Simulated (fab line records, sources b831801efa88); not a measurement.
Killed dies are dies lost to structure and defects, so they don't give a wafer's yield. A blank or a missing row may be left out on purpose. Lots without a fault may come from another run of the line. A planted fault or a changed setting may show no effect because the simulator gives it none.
Which tool did it? | flow gf180mcu | 14 lots, 42 wafers sampled, at 5 steps of a route of 602

WHAT THE GAUGES READ, wafer by wafer
GF_STI_CD_MEAS_12: target cd 220 nm. Usual: cd_nm 220.0 nm, standard deviation 1.3.
lot  | measured    | on        | cd_nm (nm)        | flag
L753 | day 2 00:59 | cd_sem-01 | 221.2 222.7 220.5 |
L754 | day 2 06:12 | cd_sem-01 | 222.5 223.6 222.2 |
L755 | day 2 11:06 | cd_sem-02 | 221.1 220.4 220.6 |
L756 | day 2 15:50 | cd_sem-02 | 220.4 220.7 221.9 |
L757 | day 2 22:51 | cd_sem-01 | 219.5 220.7 218.7 |
L758 | day 3 02:55 | cd_sem-01 | 219.0 219.5 219.6 |
L760 | day 3 14:58 | cd_sem-01 | 219.7 219.7 219.1 |
L761 | day 3 21:05 | cd_sem-02 | 220.8 220.7 221.3 |
L763 | day 4 05:00 | cd_sem-01 | 221.5 219.6 220.4 |
L767 | day 5 02:52 | cd_sem-01 | 217.4 218.3 218.7 |
L768 | day 5 08:16 | cd_sem-02 | 218.0 219.7 219.9 |
L769 | day 5 11:01 | cd_sem-01 | 218.4 218.5 219.3 |
L772 | day 6 02:27 | cd_sem-02 | 218.4 218.7 220.1 |
L775 | day 6 19:04 | cd_sem-01 | 218.1 218.5 217.9 |

GF_NWELL_OVL_MEAS_07. Usual: NWELL_OVL -1.7 nm, standard deviation 1.6.
lot  | measured    | on         | NWELL_OVL (nm) | flag
L753 | day 3 06:51 | overlay-02 | -2.2 -2.8 -3.5 |
L754 | day 3 11:33 | overlay-01 | -2.4 -0.6 -1.1 |
L755 | day 3 17:18 | overlay-02 | -3.2 -2.7 -3.1 |
L756 | day 3 21:53 | overlay-02 | -1.7 -2.8 -1.7 |
L757 | day 4 08:07 | overlay-01 | 1.0 0.8 0.9    |
L758 | day 4 10:55 | overlay-02 | 0.4 -0.7 -0.1  |
L760 | day 4 22:10 | overlay-01 | -2.6 -2.1 -3.8 |
L761 | day 5 07:55 | overlay-01 | -3.6 -3.7 -1.8 |
L763 | day 5 16:57 | overlay-01 | -3.4 -4.6 -4.3 |
L767 | day 6 13:09 | overlay-02 | -2.4 -0.8 0.2  |
L768 | day 6 18:18 | overlay-02 | -1.1 -2.6 -0.4 |
L769 | day 6 23:24 | overlay-01 | -1.7 -1.0 -0.7 |
L772 | day 7 15:33 | overlay-02 | -0.8 -0.8 -0.9 |
L775 | day 8 07:23 | overlay-02 | -1.6 -3.1 -2.8 |

GF_NWELL_TW_MEAS_11. Usual: NWELL_TW 1565, standard deviation 9.8.
lot  | measured    | on            | NWELL_TW       | flag
L753 | day 3 07:17 | film_metro-04 | 1581 1574 1580 |
L754 | day 3 11:59 | film_metro-01 | 1556 1554 1569 |
L755 | day 3 17:44 | film_metro-01 | 1547 1551 1561 |
L756 | day 3 22:19 | film_metro-04 | 1583 1580 1581 |
L757 | day 4 08:34 | film_metro-03 | 1561 1574 1574 |
L758 | day 4 11:22 | film_metro-01 | 1555 1560 1551 |
L760 | day 4 22:37 | film_metro-04 | 1567 1572 1568 |
L761 | day 5 08:21 | film_metro-01 | 1556 1552 1555 |
L763 | day 5 17:23 | film_metro-04 | 1564 1561 1563 |
L767 | day 6 13:35 | film_metro-03 | 1564 1560 1558 |
L768 | day 6 18:44 | film_metro-04 | 1586 1581 1587 |
L769 | day 6 23:50 | film_metro-01 | 1552 1551 1547 |
L772 | day 7 15:59 | film_metro-01 | 1552 1555 1558 |
L775 | day 8 07:50 | film_metro-01 | 1561 1570 1561 |

GF_LVPWELL_OVL_MEAS_07. Usual: LVPWELL_OVL -0.2 nm, standard deviation 1.2.
lot  | measured    | on         | LVPWELL_OVL (nm)  | flag
L753 | day 3 19:57 | overlay-01 | -0.5 -0.1 0.1     |
L754 | day 4 00:43 | overlay-02 | -1.2 -0.7 -0.2    |
L755 | day 4 06:51 | overlay-02 | -1.1 0.0 -0.3     |
L756 | day 4 11:03 | overlay-01 | -1.5 -1.8 0.1     |
L757 | day 4 22:13 | overlay-02 | -1.1 -0.5 -0.9    |
L758 | day 5 01:21 | overlay-02 | -0.3 0.0 -2.2     |
L760 | day 5 12:39 | overlay-01 | 0.9 2.8 1.7       |
L761 | day 5 22:23 | overlay-02 | 2.1 2.1 1.0       |
L763 | day 6 08:15 | overlay-01 | -0.7 -0.1 0.0     |
L767 | day 7 05:05 | overlay-02 | -1.9 -0.7 -0.8    |
L768 | day 7 10:09 | overlay-02 | -95.5 -96.1 -93.8 | OFF
L769 | day 7 15:42 | overlay-02 | -94.0 -95.4 -94.6 | OFF
L772 | day 8 08:24 | overlay-02 | 0.6 1.5 0.3       |
L775 | day 8 23:22 | overlay-02 | 2.8 1.5 1.1       |

WHICH TOOL RAN EACH LOT (tool, then ch and the chambers of the sampled wafers, then the start)
lot  | GF_LVPWELL_EXPOSE_04
L753 | iline_stepper-02 ch 0, day 3 13:48
L754 | iline_stepper-02 ch 0, day 3 18:33
L755 | iline_stepper-01 ch 0, day 4 00:30
L756 | iline_stepper-01 ch 0, day 4 05:02
L757 | iline_stepper-01 ch 0, day 4 15:39
L758 | iline_stepper-02 ch 0, day 4 18:44
L760 | iline_stepper-01 ch 0, day 5 05:39
L761 | iline_stepper-01 ch 0, day 5 15:28
L763 | iline_stepper-02 ch 0, day 6 01:24
L767 | iline_stepper-01 ch 0, day 6 21:49
L768 | iline_stepper-02 ch 0, day 7 02:17
L769 | iline_stepper-02 ch 0, day 7 07:37
L772 | iline_stepper-01 ch 0, day 8 00:14
L775 | iline_stepper-01 ch 0, day 8 15:41
- GF_LVPWELL_EXPOSE_04: exposes mask LVPWELL, target cd 600 nm.

WHAT THE TOOLS THEMSELVES READ (means of the sampled wafers that have a number; where no wafer has one, the mark that the record gives instead)
The record holds no such reading with a usual standard deviation.

THE ANSWER, worked out from the rows above alone
Rule: a lot is off if the mean of its wafers that have a number lies more than 3 standard deviations from the usual mean. A lot without any number at a reading at which 4 lots or more have one is off too. The other lots that the step has rows for count as sound. The gauges are gone through in route order, then the tools' own readings, and for those a lot's mean is taken as printed above. The first step at which some lot is off is used, and at that step the reading that is off furthest; a lot without a number counts as furthest.
Off: L768, L769, at GF_LVPWELL_OVL_MEAS_07 (LVPWELL_OVL).
A tool fits if, at a process step before that reading, it ran every lot that is off, and no sound lot after the first of them. The gauges at GF_LVPWELL_OVL_MEAS_07 are tried like those tools. One fits: iline_stepper-02 at GF_LVPWELL_EXPOSE_04. Its last sound lot is L763 (day 6 01:24), its first lot that is off L768 (day 7 02:17): a fault that began between those two fits.

WHAT THE SIMULATOR HAD PUT IN
Scanner matching overlay: iline_stepper-02, from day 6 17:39 on, at GF_LVPWELL_EXPOSE_04. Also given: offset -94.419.
Lots struck among those shown: L768, L769. The rule above found the same.
